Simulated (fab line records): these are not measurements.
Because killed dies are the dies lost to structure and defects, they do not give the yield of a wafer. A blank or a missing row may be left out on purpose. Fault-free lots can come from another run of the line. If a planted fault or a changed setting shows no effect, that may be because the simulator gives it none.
fab line records / flow sky130
[record] lots = 6 wafers = 18 last-day = 50
route steps=708 shown VT_ADJUST_LVTN@113 VT_ADJUST_NCORE@119 PAD_OPEN@708
lots that met no fault: taken from a fault-free run of the same line
start-h: start of the lot's first displayed wafer, in hours after the record's first day / wait-h: how many hours have passed since the lot's step before this one / " unchanged from the row above / L1.1+2: a row that stands for several wafers / - either no value or no given start / * or withheld: withheld / < > ~ a bound
route shown NAME@n: a module of which the file shows steps, and the number in the route of the first / usual: average and standard deviation across the fault-free wafers / same: alike in all rows / chamber/n: place in a boat / sites: each site's reading / _std_site: the standard deviation of these / _edge_site: mean of outer sites minus mean of inner sites / radius-mm: for every site, how far away it sits from the centre of the wafer / mask NAME#n: copy n / behind: the tool/chamber that last shaped the wafer / hold: why the lot was held/for how many hours/how that ended / device: names the non-switching transistor (n, p or np) / end of line: the tests these same wafers got at the end of their route / a step with no rows: only its recipe / killed: count of dies lost to structure and defects at first sort (not the wafer's yield) / map: per-die view of a wafer (x killed, . not killed, _ where there is no die)
set.NAME: the setting as run; set.NAME@STEP: as run at that earlier step / model.NAME: the simulator's own value behind a step, which no gauge read
certain route steps with their lots: each step a table, each wafer a row
services: the hour from which a tool's chamber was out of use, counted from the record's first day as start-h (under 0 if before that day), plus the number of hours and why
[[steps]]
[step SKY_VT_ADJUST_LVTN_PEB_16]
[recipe] temp-c = withheld time-s = * resist = NOVOLAK
[step SKY_VT_ADJUST_LVTN_DEVELOP_17]
[recipe] resist = NOVOLAK developer = TMAH develop-time-s = 60 dev-temp-c = 23
[step SKY_VT_ADJUST_LVTN_OVL_MEAS_18]
[usual] VT_ADJUST_LVTN_01_OVL = -0.8/1.5
lot.wafer=L252.1 tool=overlay-01 chamber=- start-h=169.18 wait-h=0.1 VT_ADJUST_LVTN_01_OVL[nm]=-1.5
lot.wafer=L252.2 tool=overlay-01 chamber=- start-h=169.18 wait-h=0.1 VT_ADJUST_LVTN_01_OVL[nm]=-0.1
lot.wafer=L252.4 tool=overlay-01 chamber=- start-h=169.18 wait-h=0.1 VT_ADJUST_LVTN_01_OVL[nm]=1.4
lot.wafer=L264.2 tool=overlay-02 chamber=- start-h=248.44 wait-h=0.1 VT_ADJUST_LVTN_01_OVL[nm]=0.1
lot.wafer=L264.3 tool=overlay-02 chamber=- start-h=248.44 wait-h=0.1 VT_ADJUST_LVTN_01_OVL[nm]=-0.7
lot.wafer=L264.5 tool=overlay-02 chamber=- start-h=248.44 wait-h=0.1 VT_ADJUST_LVTN_01_OVL[nm]=-0.3
lot.wafer=L265.1 tool=overlay-02 chamber=- start-h=256.53 wait-h=0.1 VT_ADJUST_LVTN_01_OVL[nm]=-2.3
lot.wafer=L265.4 tool=overlay-02 chamber=- start-h=256.53 wait-h=0.1 VT_ADJUST_LVTN_01_OVL[nm]=0.4
lot.wafer=L265.6 tool=overlay-02 chamber=- start-h=256.53 wait-h=0.1 VT_ADJUST_LVTN_01_OVL[nm]=-0.2
lot.wafer=L266.1 tool=overlay-01 chamber=- start-h=262.03 wait-h=0.1 VT_ADJUST_LVTN_01_OVL[nm]=-0.3
lot.wafer=L266.3 tool=overlay-01 chamber=- start-h=262.03 wait-h=0.1 VT_ADJUST_LVTN_01_OVL[nm]=-0.2
lot.wafer=L266.5 tool=overlay-01 chamber=- start-h=262.03 wait-h=0.1 VT_ADJUST_LVTN_01_OVL[nm]=1.0
lot.wafer=L268.1 tool=overlay-02 chamber=- start-h=277.13 wait-h=0.1 VT_ADJUST_LVTN_01_OVL[nm]=-1.9
lot.wafer=L268.3 tool=overlay-02 chamber=- start-h=277.13 wait-h=0.1 VT_ADJUST_LVTN_01_OVL[nm]=-1.1
lot.wafer=L268.5 tool=overlay-02 chamber=- start-h=277.13 wait-h=0.1 VT_ADJUST_LVTN_01_OVL[nm]=-1.3
lot.wafer=L273.2 tool=overlay-02 chamber=- start-h=311.24 wait-h=0.1 VT_ADJUST_LVTN_01_OVL[nm]=-1.9
lot.wafer=L273.5 tool=overlay-02 chamber=- start-h=311.24 wait-h=0.1 VT_ADJUST_LVTN_01_OVL[nm]=-2.7
lot.wafer=L273.6 tool=overlay-02 chamber=- start-h=311.24 wait-h=0.1 VT_ADJUST_LVTN_01_OVL[nm]=-2.4
[step SKY_VT_ADJUST_LVTN_IMPLANT_19]
[recipe] species = B energy-kev = 30 dose-cm2 = 6.5e+11 tilt-deg = withheld
[step SKY_VT_ADJUST_LVTN_STRIP_20]
[recipe] chemistry = O2/N2 power-w = 1400 pressure-mtorr = 1500 platen-temp-c = withheld o2-flow-sccm = 3000 n2-flow-sccm = 300 overash-fraction = 0.5
[usual] drypump-motor-current-A = 5.9/0.44 oes-product-au = 0.715/0.0048 strip-time-to-endpoint-s = 14.19/0.039
lot.wafer=L252.1 tool=plasma-asher-03 chamber=0 start-h=169.36 wait-h=0.1 drypump-motor-current-A=6.6 oes-product-au=0.724 rf-hours-counter-h=32 strip-time-to-endpoint-s=14.12
lot.wafer=L252.2 tool=plasma-asher-03 chamber=1 start-h=169.36 wait-h=0.1 drypump-motor-current-A=5.5 oes-product-au=0.721 rf-hours-counter-h=32 strip-time-to-endpoint-s=14.11
lot.wafer=L252.4 tool=plasma-asher-03 chamber=1 start-h=169.36 wait-h=0.1 drypump-motor-current-A=5.5 oes-product-au=0.717 rf-hours-counter-h=- strip-time-to-endpoint-s=14.11
lot.wafer=L264.2 tool=plasma-asher-03 chamber=0 start-h=248.62 wait-h=0.1 drypump-motor-current-A=6.6 oes-product-au=0.721 rf-hours-counter-h=40 strip-time-to-endpoint-s=14.25
lot.wafer=L264.3 tool=plasma-asher-03 chamber=1 start-h=248.62 wait-h=0.1 drypump-motor-current-A=5.5 oes-product-au=0.716 rf-hours-counter-h=- strip-time-to-endpoint-s=14.23
lot.wafer=L264.5 tool=plasma-asher-03 chamber=0 start-h=248.62 wait-h=0.1 drypump-motor-current-A=6.7 oes-product-au=0.718 rf-hours-counter-h=- strip-time-to-endpoint-s=14.24
lot.wafer=L265.1 tool=plasma-asher-01 chamber=1 start-h=256.71 wait-h=0.1 drypump-motor-current-A=5.6 oes-product-au=0.718 rf-hours-counter-h=59 strip-time-to-endpoint-s=14.10
lot.wafer=L265.4 tool=plasma-asher-01 chamber=0 start-h=256.71 wait-h=0.1 drypump-motor-current-A=5.3 oes-product-au=0.716 rf-hours-counter-h=- strip-time-to-endpoint-s=14.15
lot.wafer=L265.6 tool=plasma-asher-01 chamber=0 start-h=256.71 wait-h=0.1 drypump-motor-current-A=5.3 oes-product-au=0.721 rf-hours-counter-h=- strip-time-to-endpoint-s=14.13
lot.wafer=L266.1 tool=plasma-asher-04 chamber=1 start-h=262.37 wait-h=0.1 drypump-motor-current-A=6.2 oes-product-au=0.714 rf-hours-counter-h=57 strip-time-to-endpoint-s=14.12
lot.wafer=L266.3 tool=plasma-asher-04 chamber=1 start-h=262.37 wait-h=0.1 drypump-motor-current-A=6.2 oes-product-au=0.713 rf-hours-counter-h=- strip-time-to-endpoint-s=14.14
lot.wafer=L266.5 tool=plasma-asher-04 chamber=0 start-h=262.37 wait-h=0.1 drypump-motor-current-A=5.9 oes-product-au=0.714 rf-hours-counter-h=- strip-time-to-endpoint-s=14.20
lot.wafer=L268.1 tool=plasma-asher-03 chamber=0 start-h=277.31 wait-h=0.1 drypump-motor-current-A=6.6 oes-product-au=0.714 rf-hours-counter-h=43 strip-time-to-endpoint-s=14.21
lot.wafer=L268.3 tool=plasma-asher-03 chamber=1 start-h=277.31 wait-h=0.1 drypump-motor-current-A=5.5 oes-product-au=0.714 rf-hours-counter-h=- strip-time-to-endpoint-s=14.18
lot.wafer=L268.5 tool=plasma-asher-03 chamber=0 start-h=277.31 wait-h=0.1 drypump-motor-current-A=6.6 oes-product-au=0.713 rf-hours-counter-h=- strip-time-to-endpoint-s=14.24
lot.wafer=L273.2 tool=plasma-asher-01 chamber=1 start-h=311.42 wait-h=0.1 drypump-motor-current-A=5.6 oes-product-au=0.706 rf-hours-counter-h=62 strip-time-to-endpoint-s=14.17
lot.wafer=L273.5 tool=plasma-asher-01 chamber=1 start-h=311.42 wait-h=0.1 drypump-motor-current-A=5.6 oes-product-au=0.713 rf-hours-counter-h=- strip-time-to-endpoint-s=14.18
lot.wafer=L273.6 tool=plasma-asher-01 chamber=0 start-h=311.42 wait-h=0.1 drypump-motor-current-A=5.3 oes-product-au=0.722 rf-hours-counter-h=- strip-time-to-endpoint-s=14.19
[step SKY_VT_ADJUST_LVTN_TW_MEAS_21]
[usual] VT_ADJUST_LVTN_2_TW = 189.5/0.92
lot.wafer=L252.1 tool=film-metro-04 chamber=- start-h=169.46 wait-h=0.1 VT_ADJUST_LVTN_2_TW=190.0
lot.wafer=L252.2 tool=film-metro-04 chamber=- start-h=169.46 wait-h=0.1 VT_ADJUST_LVTN_2_TW=189.9
lot.wafer=L252.4 tool=film-metro-04 chamber=- start-h=169.46 wait-h=0.1 VT_ADJUST_LVTN_2_TW=189.6
lot.wafer=L264.2 tool=film-metro-02 chamber=- start-h=248.73 wait-h=0.1 VT_ADJUST_LVTN_2_TW=189.3
lot.wafer=L264.3 tool=film-metro-02 chamber=- start-h=248.73 wait-h=0.1 VT_ADJUST_LVTN_2_TW=189.7
lot.wafer=L264.5 tool=film-metro-02 chamber=- start-h=248.73 wait-h=0.1 VT_ADJUST_LVTN_2_TW=189.3
lot.wafer=L265.1 tool=film-metro-02 chamber=- start-h=256.81 wait-h=0.1 VT_ADJUST_LVTN_2_TW=188.6
lot.wafer=L265.4 tool=film-metro-02 chamber=- start-h=256.81 wait-h=0.1 VT_ADJUST_LVTN_2_TW=187.8
lot.wafer=L265.6 tool=film-metro-02 chamber=- start-h=256.81 wait-h=0.1 VT_ADJUST_LVTN_2_TW=189.1
lot.wafer=L266.1 tool=film-metro-04 chamber=- start-h=262.47 wait-h=0.1 VT_ADJUST_LVTN_2_TW=191.1
lot.wafer=L266.3 tool=film-metro-04 chamber=- start-h=262.47 wait-h=0.1 VT_ADJUST_LVTN_2_TW=190.7
lot.wafer=L266.5 tool=film-metro-04 chamber=- start-h=262.47 wait-h=0.1 VT_ADJUST_LVTN_2_TW=191.2
lot.wafer=L268.1 tool=film-metro-01 chamber=- start-h=277.41 wait-h=0.1 VT_ADJUST_LVTN_2_TW=190.2
lot.wafer=L268.3 tool=film-metro-01 chamber=- start-h=277.41 wait-h=0.1 VT_ADJUST_LVTN_2_TW=189.8
lot.wafer=L268.5 tool=film-metro-01 chamber=- start-h=277.41 wait-h=0.1 VT_ADJUST_LVTN_2_TW=190.0
lot.wafer=L273.2 tool=film-metro-02 chamber=- start-h=311.53 wait-h=0.1 VT_ADJUST_LVTN_2_TW=189.6
lot.wafer=L273.5 tool=film-metro-02 chamber=- start-h=311.53 wait-h=0.1 VT_ADJUST_LVTN_2_TW=190.2
lot.wafer=L273.6 tool=film-metro-02 chamber=- start-h=311.53 wait-h=0.1 VT_ADJUST_LVTN_2_TW=189.3
[step SKY_VT_ADJUST_NCORE_DEHYDRATE_00]
[recipe] temp-c = 200 time-s = 60
[step SKY_VT_ADJUST_NCORE_HMDS_01]
[recipe] prime-time-s = 60 prime-temp-c = 120
[step SKY_VT_ADJUST_NCORE_COAT_02]
[recipe] resist = NOVOLAK spin-rpm = 3000 resist-thk-nm = 1140
[step SKY_VT_ADJUST_NCORE_SOFTBAKE_03]
[recipe] temp-c = 90 time-s = 60 resist = NOVOLAK
[step SKY_VT_ADJUST_NCORE_EXPOSE_04]
[recipe] mask-id = LVTN_COMPLEMENT_THIN na = 0.6 source-shape = conventional sigma-outer = 0.6 polarization = unpolarized target-cd-nm = 380 dose-mj = 139
[step SKY_VT_ADJUST_NCORE_PEB_05]
[recipe] temp-c = withheld time-s = * resist = NOVOLAK
[step SKY_VT_ADJUST_NCORE_DEVELOP_06]
[recipe] resist = NOVOLAK developer = TMAH develop-time-s = 60 dev-temp-c = 23
lot.wafer=L252.1+2+4 tool=litho-track-03 chamber=0 start-h=190.55 wait-h=0.1
lot.wafer=L264.2+3+5 tool=litho-track-04 chamber=0 start-h=272.46 wait-h=0.1
lot.wafer=L265.1+4+6 tool=litho-track-01 chamber=0 start-h=279.98 wait-h=0.1
lot.wafer=L266.1+3+5 tool=litho-track-04 chamber=0 start-h=285.89 wait-h=0.1
lot.wafer=L268.1+3+5 tool=litho-track-04 chamber=0 start-h=302.64 wait-h=0.1
lot.wafer=L273.2+5+6 tool=litho-track-03 chamber=0 start-h=336.92 wait-h=0.1
[step SKY_VT_ADJUST_NCORE_CD_MEAS_07]
[recipe] target-cd-nm = 380
[usual] cd-nm = 379.0/2.2
lot.wafer=L252.1 tool=cd-sem-02 chamber=- start-h=190.70 wait-h=0.1 cd-nm=377.8
lot.wafer=L252.2 tool=cd-sem-02 chamber=- start-h=190.70 wait-h=0.1 cd-nm=378.1
lot.wafer=L252.4 tool=cd-sem-02 chamber=- start-h=190.70 wait-h=0.1 cd-nm=380.4
lot.wafer=L264.2 tool=cd-sem-02 chamber=- start-h=272.61 wait-h=0.1 cd-nm=381.3
lot.wafer=L264.3 tool=cd-sem-02 chamber=- start-h=272.61 wait-h=0.1 cd-nm=380.5
lot.wafer=L264.5 tool=cd-sem-02 chamber=- start-h=272.61 wait-h=0.1 cd-nm=378.1
lot.wafer=L265.1 tool=cd-sem-01 chamber=- start-h=280.13 wait-h=0.1 cd-nm=379.4
lot.wafer=L265.4 tool=cd-sem-01 chamber=- start-h=280.13 wait-h=0.1 cd-nm=377.7
lot.wafer=L265.6 tool=cd-sem-01 chamber=- start-h=280.13 wait-h=0.1 cd-nm=379.3
lot.wafer=L266.1 tool=cd-sem-02 chamber=- start-h=286.04 wait-h=0.1 cd-nm=365.0
lot.wafer=L266.3 tool=cd-sem-02 chamber=- start-h=286.04 wait-h=0.1 cd-nm=364.9
lot.wafer=L266.5 tool=cd-sem-02 chamber=- start-h=286.04 wait-h=0.1 cd-nm=365.4
lot.wafer=L268.1 tool=cd-sem-02 chamber=- start-h=302.79 wait-h=0.1 cd-nm=369.3
lot.wafer=L268.3 tool=cd-sem-02 chamber=- start-h=302.79 wait-h=0.1 cd-nm=364.9
lot.wafer=L268.5 tool=cd-sem-02 chamber=- start-h=302.79 wait-h=0.1 cd-nm=368.4
lot.wafer=L273.2 tool=cd-sem-01 chamber=- start-h=337.07 wait-h=0.1 cd-nm=379.2
lot.wafer=L273.5 tool=cd-sem-01 chamber=- start-h=337.07 wait-h=0.1 cd-nm=377.9
lot.wafer=L273.6 tool=cd-sem-01 chamber=- start-h=337.07 wait-h=0.1 cd-nm=379.1
[step SKY_VT_ADJUST_NCORE_OVL_MEAS_08]
[usual] VT_ADJUST_NCORE_OVL = -0.4/1.3
lot.wafer=L252.1 tool=overlay-01 chamber=- start-h=190.82 wait-h=0.1 VT_ADJUST_NCORE_OVL[nm]=-1.2
lot.wafer=L252.2 tool=overlay-01 chamber=- start-h=190.82 wait-h=0.1 VT_ADJUST_NCORE_OVL[nm]=0.9
lot.wafer=L252.4 tool=overlay-01 chamber=- start-h=190.82 wait-h=0.1 VT_ADJUST_NCORE_OVL[nm]=1.2
lot.wafer=L264.2 tool=overlay-01 chamber=- start-h=272.71 wait-h=0.1 VT_ADJUST_NCORE_OVL[nm]=-0.6
lot.wafer=L264.3 tool=overlay-01 chamber=- start-h=272.71 wait-h=0.1 VT_ADJUST_NCORE_OVL[nm]=-0.4
lot.wafer=L264.5 tool=overlay-01 chamber=- start-h=272.71 wait-h=0.1 VT_ADJUST_NCORE_OVL[nm]=0.6
lot.wafer=L265.1 tool=overlay-01 chamber=- start-h=280.25 wait-h=0.1 VT_ADJUST_NCORE_OVL[nm]=-1.1
lot.wafer=L265.4 tool=overlay-01 chamber=- start-h=280.25 wait-h=0.1 VT_ADJUST_NCORE_OVL[nm]=-1.0
lot.wafer=L265.6 tool=overlay-01 chamber=- start-h=280.25 wait-h=0.1 VT_ADJUST_NCORE_OVL[nm]=-1.0
lot.wafer=L266.1 tool=overlay-01 chamber=- start-h=286.16 wait-h=0.1 VT_ADJUST_NCORE_OVL[nm]=1.3
lot.wafer=L266.3 tool=overlay-01 chamber=- start-h=286.16 wait-h=0.1 VT_ADJUST_NCORE_OVL[nm]=2.0
lot.wafer=L266.5 tool=overlay-01 chamber=- start-h=286.16 wait-h=0.1 VT_ADJUST_NCORE_OVL[nm]=2.6
lot.wafer=L268.1 tool=overlay-01 chamber=- start-h=302.91 wait-h=0.1 VT_ADJUST_NCORE_OVL[nm]=-0.8
lot.wafer=L268.3 tool=overlay-01 chamber=- start-h=302.91 wait-h=0.1 VT_ADJUST_NCORE_OVL[nm]=1.1
lot.wafer=L268.5 tool=overlay-01 chamber=- start-h=302.91 wait-h=0.1 VT_ADJUST_NCORE_OVL[nm]=-1.6
lot.wafer=L273.2 tool=overlay-02 chamber=- start-h=337.18 wait-h=0.1 VT_ADJUST_NCORE_OVL[nm]=-1.4
lot.wafer=L273.5 tool=overlay-02 chamber=- start-h=337.18 wait-h=0.1 VT_ADJUST_NCORE_OVL[nm]=-1.6
lot.wafer=L273.6 tool=overlay-02 chamber=- start-h=337.18 wait-h=0.1 VT_ADJUST_NCORE_OVL[nm]=-2.2
[step SKY_PAD_OPEN_PROBE_99]
[usual] killed_at_M0_to_M3 = 43/7 killed_at_M4_up = 3.1/2 killed-at-contacts = 24/5.3 killed-at-front-end = 15/4.2 killed-at-other = 0.4/0.66 killed-dies = 86/9.5 killed-open = 47/7.4 killed-short = 38/6.2
[same] gross-dies = 492 killed-at-back-side = 0
lot.wafer=L252.1 tool=prober-02 chamber=- start-h=1082.91 wait-h=0.1 killed_at_M0_to_M3=43 killed_at_M4_up=4 killed-at-contacts=24 killed-at-front-end=11 killed-at-other=1 killed-dies=83 killed-open=48 killed-short=35
lot.wafer=L252.2 tool=prober-02 chamber=- start-h=1082.96 wait-h=0.1 killed_at_M0_to_M3=45 killed_at_M4_up=2 killed-at-contacts=19 killed-at-front-end=14 killed-at-other=0 killed-dies=80 killed-open=44 killed-short=36
lot.wafer=L252.4 tool=prober-02 chamber=- start-h=1083.06 wait-h=0.2 killed_at_M0_to_M3=31 killed_at_M4_up=4 killed-at-contacts=19 killed-at-front-end=16 killed-at-other=0 killed-dies=70 killed-open=42 killed-short=28
lot.wafer=L264.2 tool=prober-01 chamber=- start-h=1150.12 wait-h=0.1 killed_at_M0_to_M3=41 killed_at_M4_up=3 killed-at-contacts=25 killed-at-front-end=19 killed-at-other=1 killed-dies=89 killed-open=32 killed-short=57
lot.wafer=L264.3 tool=prober-01 chamber=- start-h=1150.17 wait-h=0.2 killed_at_M0_to_M3=35 killed_at_M4_up=2 killed-at-contacts=32 killed-at-front-end=14 killed-at-other=0 killed-dies=83 killed-open=51 killed-short=32
lot.wafer=L264.5 tool=prober-01 chamber=- start-h=1150.27 wait-h=0.2 killed_at_M0_to_M3=48 killed_at_M4_up=4 killed-at-contacts=28 killed-at-front-end=12 killed-at-other=0 killed-dies=92 killed-open=52 killed-short=40
lot.wafer=L265.1 tool=prober-02 chamber=- start-h=1159.22 wait-h=0.1 killed_at_M0_to_M3=42 killed_at_M4_up=6 killed-at-contacts=24 killed-at-front-end=21 killed-at-other=2 killed-dies=95 killed-open=52 killed-short=43
lot.wafer=L265.4 tool=prober-02 chamber=- start-h=1159.37 wait-h=0.2 killed_at_M0_to_M3=56 killed_at_M4_up=8 killed-at-contacts=18 killed-at-front-end=14 killed-at-other=0 killed-dies=96 killed-open=52 killed-short=44
lot.wafer=L265.6 tool=prober-02 chamber=- start-h=1159.47 wait-h=0.2 killed_at_M0_to_M3=50 killed_at_M4_up=7 killed-at-contacts=25 killed-at-front-end=17 killed-at-other=0 killed-dies=99 killed-open=48 killed-short=51
lot.wafer=L266.1 tool=prober-01 chamber=- start-h=1160.64 wait-h=0.1 killed_at_M0_to_M3=47 killed_at_M4_up=2 killed-at-contacts=26 killed-at-front-end=7 killed-at-other=0 killed-dies=82 killed-open=41 killed-short=41
lot.wafer=L266.3 tool=prober-01 chamber=- start-h=1160.74 wait-h=0.2 killed_at_M0_to_M3=46 killed_at_M4_up=4 killed-at-contacts=16 killed-at-front-end=13 killed-at-other=0 killed-dies=79 killed-open=38 killed-short=41
lot.wafer=L266.5 tool=prober-01 chamber=- start-h=1160.84 wait-h=0.2 killed_at_M0_to_M3=30 killed_at_M4_up=3 killed-at-contacts=24 killed-at-front-end=18 killed-at-other=0 killed-dies=75 killed-open=42 killed-short=33
lot.wafer=L268.1 tool=prober-01 chamber=- start-h=1172.35 wait-h=0.1 killed_at_M0_to_M3=36 killed_at_M4_up=3 killed-at-contacts=26 killed-at-front-end=20 killed-at-other=0 killed-dies=85 killed-open=53 killed-short=32
lot.wafer=L268.3 tool=prober-01 chamber=- start-h=1172.45 wait-h=0.2 killed_at_M0_to_M3=53 killed_at_M4_up=1 killed-at-contacts=22 killed-at-front-end=15 killed-at-other=0 killed-dies=91 killed-open=45 killed-short=46
lot.wafer=L268.5 tool=prober-01 chamber=- start-h=1172.55 wait-h=0.2 killed_at_M0_to_M3=49 killed_at_M4_up=2 killed-at-contacts=21 killed-at-front-end=16 killed-at-other=0 killed-dies=88 killed-open=49 killed-short=39
lot.wafer=L273.2 tool=prober-02 chamber=- start-h=1193.57 wait-h=0.1 killed_at_M0_to_M3=35 killed_at_M4_up=2 killed-at-contacts=21 killed-at-front-end=9 killed-at-other=0 killed-dies=67 killed-open=34 killed-short=33
lot.wafer=L273.5 tool=prober-02 chamber=- start-h=1193.72 wait-h=0.2 killed_at_M0_to_M3=44 killed_at_M4_up=1 killed-at-contacts=26 killed-at-front-end=19 killed-at-other=0 killed-dies=90 killed-open=55 killed-short=35
lot.wafer=L273.6 tool=prober-02 chamber=- start-h=1193.77 wait-h=0.2 killed_at_M0_to_M3=43 killed_at_M4_up=6 killed-at-contacts=24 killed-at-front-end=17 killed-at-other=0 killed-dies=90 killed-open=62 killed-short=28
// killed by level:class
L252.1 CONTACT:geometric-particle:short=10 VIA1:geometric-particle:open=10 CONTACT:geometric-particle:open=9 VIA2:geometric-particle:open=9 POLY_GATE:geometric-particle:open=6 METAL2:geometric-particle:short=5 VIA3:geometric-particle:open=5 LI_CONTACT:geometric-particle:open=4
L252.2 VIA2:geometric-particle:open=11 CONTACT:geometric-particle:open=7 FIELD_ISO:geometric-particle:open=6 VIA1:geometric-particle:short=6 VIA1:geometric-particle:open=5 METAL3:geometric-particle:short=5 CONTACT:geometric-particle:short=4 LOCAL_INTERCONNECT:geometric-particle:short=4
L252.4 VIA3:geometric-particle:open=8 CONTACT:geometric-particle:open=7 POLY_GATE:geometric-particle:open=7 LI_CONTACT:geometric-particle:open=5 CONTACT:geometric-particle:short=5 VIA1:geometric-particle:open=5 METAL2:geometric-particle:short=4 FIELD_ISO:geometric-particle:short=3
L264.2 CONTACT:geometric-particle:short=10 FIELD_ISO:geometric-particle:short=9 VIA1:geometric-particle:open=9 METAL1:geometric-particle:short=8 FIELD_ISO:geometric-particle:open=7 VIA3:geometric-particle:short=5 LI_CONTACT:geometric-particle:short=4 LOCAL_INTERCONNECT:geometric-particle:short=4
L264.3 VIA1:geometric-particle:open=12 CONTACT:geometric-particle:open=12 LI_CONTACT:geometric-particle:open=7 VIA3:geometric-particle:open=6 FIELD_ISO:geometric-particle:short=5 METAL1:geometric-particle:short=5 POLY_GATE:geometric-particle:open=4 LI_CONTACT:geometric-particle:short=4
L264.5 LI_CONTACT:geometric-particle:open=10 VIA3:geometric-particle:open=10 VIA2:geometric-particle:open=9 VIA1:geometric-particle:short=8 CONTACT:geometric-particle:open=8 VIA1:geometric-particle:open=6 CONTACT:geometric-particle:short=5 METAL2:geometric-particle:short=5
L265.1 VIA1:geometric-particle:open=11 CONTACT:geometric-particle:open=9 METAL1:geometric-particle:short=9 FIELD_ISO:geometric-particle:open=6 FIELD_ISO:geometric-particle:short=6 VIA2:geometric-particle:open=6 VIA3:geometric-particle:open=6 CONTACT:geometric-particle:short=5
L265.4 VIA1:geometric-particle:open=12 VIA3:geometric-particle:open=11 VIA1:geometric-particle:short=8 CONTACT:geometric-particle:open=6 VIA2:geometric-particle:open=6 METAL4:geometric-particle:short=6 METAL2:geometric-particle:short=5 FIELD_ISO:geometric-particle:open=4
L265.6 VIA1:geometric-particle:open=8 LI_CONTACT:geometric-particle:open=7 CONTACT:geometric-particle:open=6 METAL1:geometric-particle:short=6 METAL2:geometric-particle:short=6 VIA2:geometric-particle:open=6 POLY_GATE:geometric-particle:open=5 LOCAL_INTERCONNECT:geometric-particle:short=5
L266.1 LI_CONTACT:geometric-particle:open=10 VIA1:geometric-particle:open=10 VIA1:geometric-particle:short=8 VIA3:geometric-particle:open=8 CONTACT:geometric-particle:open=6 CONTACT:geometric-particle:short=6 VIA3:geometric-particle:short=5 METAL2:geometric-particle:short=5
L266.3 VIA1:geometric-particle:short=8 VIA2:geometric-particle:open=7 VIA3:geometric-particle:open=6 CONTACT:geometric-particle:open=6 LI_CONTACT:geometric-particle:open=5 METAL1:geometric-particle:short=5 VIA3:geometric-particle:short=5 FIELD_ISO:geometric-particle:short=4
L266.5 CONTACT:geometric-particle:open=11 VIA2:geometric-particle:open=8 FIELD_ISO:geometric-particle:short=7 LI_CONTACT:geometric-particle:open=5 VIA1:geometric-particle:open=5 LOCAL_INTERCONNECT:geometric-particle:short=4 VIA3:geometric-particle:open=4 SPACER:geometric-particle:short=3
L268.1 VIA1:geometric-particle:open=16 LI_CONTACT:geometric-particle:open=12 FIELD_ISO:geometric-particle:open=7 CONTACT:geometric-particle:open=7 LOCAL_INTERCONNECT:geometric-particle:short=5 VIA1:geometric-particle:short=5 FIELD_ISO:geometric-particle:short=3 POLY_GATE:geometric-particle:short=3
L268.3 VIA1:geometric-particle:open=10 VIA2:geometric-particle:open=9 METAL3:geometric-particle:short=8 LI_CONTACT:geometric-particle:open=7 CONTACT:geometric-particle:short=7 METAL1:geometric-particle:short=7 VIA3:geometric-particle:short=5 VIA3:geometric-particle:open=5
L268.5 VIA1:geometric-particle:open=15 FIELD_ISO:geometric-particle:open=8 LI_CONTACT:geometric-particle:open=8 CONTACT:geometric-particle:open=8 METAL1:geometric-particle:short=7 VIA1:geometric-particle:short=6 METAL2:geometric-particle:short=6 VIA2:geometric-particle:open=6
L273.2 VIA1:geometric-particle:open=10 LI_CONTACT:geometric-particle:open=6 METAL2:geometric-particle:short=6 VIA3:geometric-particle:open=6 LOCAL_INTERCONNECT:geometric-particle:short=5 CONTACT:geometric-particle:open=5 FIELD_ISO:geometric-particle:short=4 CONTACT:geometric-particle:short=4
L273.5 CONTACT:geometric-particle:open=11 VIA3:geometric-particle:open=10 LI_CONTACT:geometric-particle:open=8 VIA2:geometric-particle:open=7 FIELD_ISO:geometric-particle:open=6 LI_CONTACT:geometric-particle:short=5 METAL2:geometric-particle:short=5 VIA1:geometric-particle:open=4
L273.6 VIA1:geometric-particle:open=12 CONTACT:geometric-particle:open=12 LI_CONTACT:geometric-particle:open=10 METAL2:geometric-particle:short=7 FIELD_ISO:geometric-particle:open=5 VIA3:geometric-particle:open=5 VIA2:geometric-particle:open=4 FIELD_ISO:geometric-particle:short=3
[[services]]
tool=litho-track-04 chamber=- start-h=193.15 hours=- kind=consumable-replace:filter
tool=plasma-asher-04 chamber=- start-h=221.33 hours=4.1 kind=repair
tool=plasma-asher-01 chamber=- start-h=257.98 hours=5.9 kind=repair
tool=plasma-asher-01 chamber=- start-h=263.85 hours=15.6 kind=pm
tool=plasma-asher-01 chamber=- start-h=281.63 hours=3.3 kind=repair
tool=plasma-asher-03 chamber=- start-h=298.33 hours=0.4 kind=repair
tool=plasma-asher-03 chamber=- start-h=300.21 hours=1.9 kind=repair
tool=plasma-asher-01 chamber=- start-h=321.14 hours=3.2 kind=repair
tool=plasma-asher-04 chamber=- start-h=324.07 hours=2.8 kind=pm
[[key]]
[first-sign] step = SKY_VT_ADJUST_NCORE_CD_MEAS_07 reading = cd-nm direction = down sigmas = 5.9 usual = 379.0 struck = 366.3 through = control-loop
effect none on later readings
met-at SKY_VT_ADJUST_NCORE_DEVELOP_06
struck-wafers L266.1,L266.3,L266.5,L268.1,L268.3,L268.5
tester-left-out L266,L268
[loop-trim] step = SKY_VT_ADJUST_NCORE_EXPOSE_04 setting = dose lots = L268
onset-between 272.46 285.89
[fault] kind = process-parameter-drift tool = litho-track-04 chamber = - onset-h = 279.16 steps = SKY_VT_ADJUST_NCORE_DEVELOP_06 channel = develop-time-s offset = * shape = step end-h = 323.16 acts-in = * stated = *
// tester-left-out: of these lots the tester's yield and bins aren't shown, on N5 and GAA mostly nor the transistor test; their killed dies are dies lost to structure and defects alone, not to doping, threshold or leakage, so they don't give the yield
// loop-trim: a control loop set the setting to another value than it would have without faults
